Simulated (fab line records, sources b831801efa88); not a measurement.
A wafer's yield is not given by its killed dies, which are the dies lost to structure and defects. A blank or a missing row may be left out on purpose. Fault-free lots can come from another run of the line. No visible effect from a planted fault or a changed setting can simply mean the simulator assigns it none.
A lot that was struck, set against a sound lot / flow sky130 / 43 steps out of a route of 708
Sound: these wafers, L758.2, L758.3, L758.4. The struck wafers were L769.2, L769.4, L769.6. Last of all comes the cause.
Per side, at each step with rows, come the tool, then ch with its chambers, and then its first start. Under that, the readings that differ: sound wafers / struck wafers / difference of the means / sigmas: that difference in standard deviations of wafers without a fault.
alike: same words and numbers on both sides, and readings whose means sit less than 2 such deviations apart. not compared: any withheld reading, any reading some wafer has no value for, any bound like >300 that may hide the same value, and any number with overlapping values for which the record gives no deviation.
A row with sigmas, a row that says differs or no value, or rows on one side alone: a step with any of these is where the two part. Numbers that don't overlap but have no deviation are shown without sigmas and don't part them. A reading missing from all wafers of one side parts the sides only when that side holds two or more wafers.

first, 1 step without rows for these wafers: SKY_VIA4_CMP_02 (polishes SiO2).
SKY_VIA4_BOW_MEAS_03:
  sound on film_metro-03 at day 41 17:11; struck on film_metro-03 at day 45 17:01
  alike: VIA4_BOW
then, 7 steps without rows for these wafers: SKY_VIA4_DEHYDRATE_04 (time 60 s); SKY_VIA4_HMDS_05 (prime time 60 s); SKY_VIA4_COAT_06 (resist thk 1140 nm); SKY_VIA4_SOFTBAKE_07 (time 60 s); SKY_VIA4_EXPOSE_08 (exposes mask VIM4, target cd 800 nm); SKY_VIA4_PEB_09; SKY_VIA4_DEVELOP_10 (develop time 60 s).
SKY_VIA4_OVL_MEAS_11:
  sound on overlay-01 at day 42 15:32; struck on overlay-02 at day 46 13:02
  alike: VIA4_OVL
then, 2 steps without rows for these wafers: SKY_VIA4_ETCH_12 (etches SiO2 in C4F8/O2/Ar, stops on TiN, target depth 580 nm); SKY_VIA4_STRIP_13 (strips in O2/N2).
SKY_VIA4_STRIP_14: strips in post etch residue remover, time 1200 s.
  sound on wet_bench-03 ch 1, day 42 15:44; struck on wet_bench-03 ch 3, day 46 13:14
then, 2 steps without rows for these wafers: SKY_VIA4_CLEAN_15 (cleans in IPA, time 180 s); SKY_VIA4_CLEAN_16 (cleans in O3/DIW).
SKY_VIA4_SPUTTER_17: material TiN, target thk 20 nm, time 80 s.
  sound on pvd_sputter-02 at day 42 16:14; struck on pvd_sputter-01 at day 46 13:44
  alike: throttle_valve_pct
then, 1 step without rows for these wafers: SKY_VIA4_CVD_18 (deposits W, target thk 505 nm, time 152.14 s).
SKY_VIA4_RS_MEAS_19: uses a four-point probe to measure.
  sound on film_metro-03 at day 42 16:29; struck on film_metro-03 at day 46 13:58
  alike: VIA4_W_RS
SKY_VIA4_THK_MEAS_20: measures by xrf.
  sound on film_metro-03 at day 42 16:35; struck on film_metro-03 at day 46 14:05
  alike: VIA4_W_THK
then, 1 step without rows for these wafers: SKY_VIA4_CMP_21 (polishes, stops on SiO2, t overpolish 25 s, target thk 0 nm).
SKY_METAL5_SPUTTER_00: material Ti, target thk 15 nm, time 10 s.
  sound on pvd_sputter-01 at day 42 16:56; struck on pvd_sputter-03 at day 46 14:26
  alike: throttle_valve_pct
SKY_METAL5_SPUTTER_01: material TiN, target thk 20 nm, time 16.7 s.
  sound on pvd_sputter-01 at day 42 16:58; struck on pvd_sputter-03 at day 46 14:27
  alike: throttle_valve_pct
then, 1 step without rows for these wafers: SKY_METAL5_SPUTTER_02 (material AlCu, target thk 1150 nm, time 61.2 s).
SKY_METAL5_SPUTTER_03: material Ti, target thk 5 nm, time 3.3 s.
  sound on pvd_sputter-01 at day 42 17:02; struck on pvd_sputter-03 at day 46 14:31
  alike: throttle_valve_pct
then, 1 step without rows for these wafers: SKY_METAL5_SPUTTER_04 (material TiN, target thk 70 nm, time 58.3 s).
SKY_METAL5_RS_MEAS_05: uses a four-point probe to measure.
  sound on film_metro-03 at day 42 17:07; struck on film_metro-02 at day 46 14:37
reading=METAL5_ALCU_RS (ohm/sq); sound=0.02681 0.02707 0.02692; struck=0.02717 0.02761 0.02747; difference=+0.00048; sigmas=+2
SKY_METAL5_THK_MEAS_06: measures by xrf.
  sound on film_metro-03 at day 42 17:14; struck on film_metro-02 at day 46 14:43
reading=METAL5_ALCU_THK (nm); sound=1164 1160 1162; struck=1131 1110 1124; difference=-40; sigmas=-3
then, 8 steps without rows for these wafers: SKY_METAL5_DEHYDRATE_07 (time 60 s); SKY_METAL5_HMDS_08 (prime time 60 s); SKY_METAL5_COAT_09 (resist thk 1800 nm); SKY_METAL5_SOFTBAKE_10 (time 60 s); SKY_METAL5_EXPOSE_11 (exposes mask MM5, target cd 1600 nm); SKY_METAL5_PEB_12; SKY_METAL5_DEVELOP_13 (develop time 60 s); SKY_METAL5_DESCUM_14 (chemistry O2, time 11 s).
SKY_METAL5_METAL_ETCH_15: etches the open film in Cl2/BCl3, stops on SiO2, target depth 1260 nm, time 252 s.
  sound on rie_metal-02 ch 0,1, day 43 15:31; struck on rie_metal-02 ch 0,1, day 47 09:52
  alike: drypump_motor_current_A, oes_product_au, throttle_valve_pct
  not compared: rf_hours_counter_h
then, 5 steps without rows for these wafers: SKY_METAL5_STRIP_16 (strips in O2/N2); SKY_METAL5_STRIP_17 (strips in post etch residue remover, time 1200 s); SKY_METAL5_CLEAN_18 (cleans in IPA, time 180 s); SKY_METAL5_CLEAN_19 (cleans in O3/DIW); SKY_PASSIVATION_CVD_00 (deposits SiO2, target thk 90 nm).
SKY_PASSIVATION_THK_MEAS_01:
  sound on film_metro-04 at day 43 16:28; struck on film_metro-04 at day 47 10:43
  alike: PASSIVATION_CVD_00_THK
SKY_PAD_OPEN_PROBE_99:
  sound on prober-01 at day 45 15:17; struck on prober-02 at day 49 03:30
reading=defect_limited_yield (%); sound=82.1 79.3 79.5; struck=74.0 72.8 74.6; difference=-6.5; sigmas=-3
reading=killed_at_M4_up; sound=5 5 4; struck=54 55 57; difference=+51; sigmas=+28
reading=killed_dies; sound=88 102 101; struck=128 134 125; difference=+32; sigmas=+3
reading=killed_open; sound=61 60 56; struck=45 44 39; difference=-16; sigmas=-2
reading=sort_bin_3_pad_short (%); sound=0.8 0.6 0.4; struck=2.2 2.4 3.9; difference=+2.2; sigmas=+5
reading=sort_bin_5_function (%); sound=10.2 11.8 11.6; struck=18.1 17.9 16.3; difference=+6.2; sigmas=+4
reading=sort_n_pass; sound=404 390 391; struck=364 358 367; difference=-32; sigmas=-3
reading=sort_yield_pct (%); sound=82.1 79.3 79.5; struck=74.0 72.8 74.6; difference=-6.5; sigmas=-3
reading=model.etest.tester.sort_n_pass; sound=404 390 391; struck=364 358 367; difference=-32; sigmas=
reading=model.etest.tester.sort_yield_pct (%); sound=82.11 79.27 79.47; struck=73.98 72.76 74.59; difference=-6.51; sigmas=
reading=model.etest.tester.sort_bin_5_pct (%); sound=10.16 11.79 11.59; struck=18.09 17.89 16.26; difference=+6.23; sigmas=
reading=model.etest.tester.sort_bin_3_pct (%); sound=0.813 0.6098 0.4065; struck=2.236 2.439 3.862; difference=+2.236; sigmas=
  alike: killed_at_M0_to_M3, killed_at_contacts, killed_at_front_end, killed_at_other, killed_short, sort_bin_6_memory

## WHERE THEY PART
At SKY_METAL5_RS_MEAS_05 first; at SKY_PAD_OPEN_PROBE_99 last (within this record only).

WHY: what had been put in by the simulator
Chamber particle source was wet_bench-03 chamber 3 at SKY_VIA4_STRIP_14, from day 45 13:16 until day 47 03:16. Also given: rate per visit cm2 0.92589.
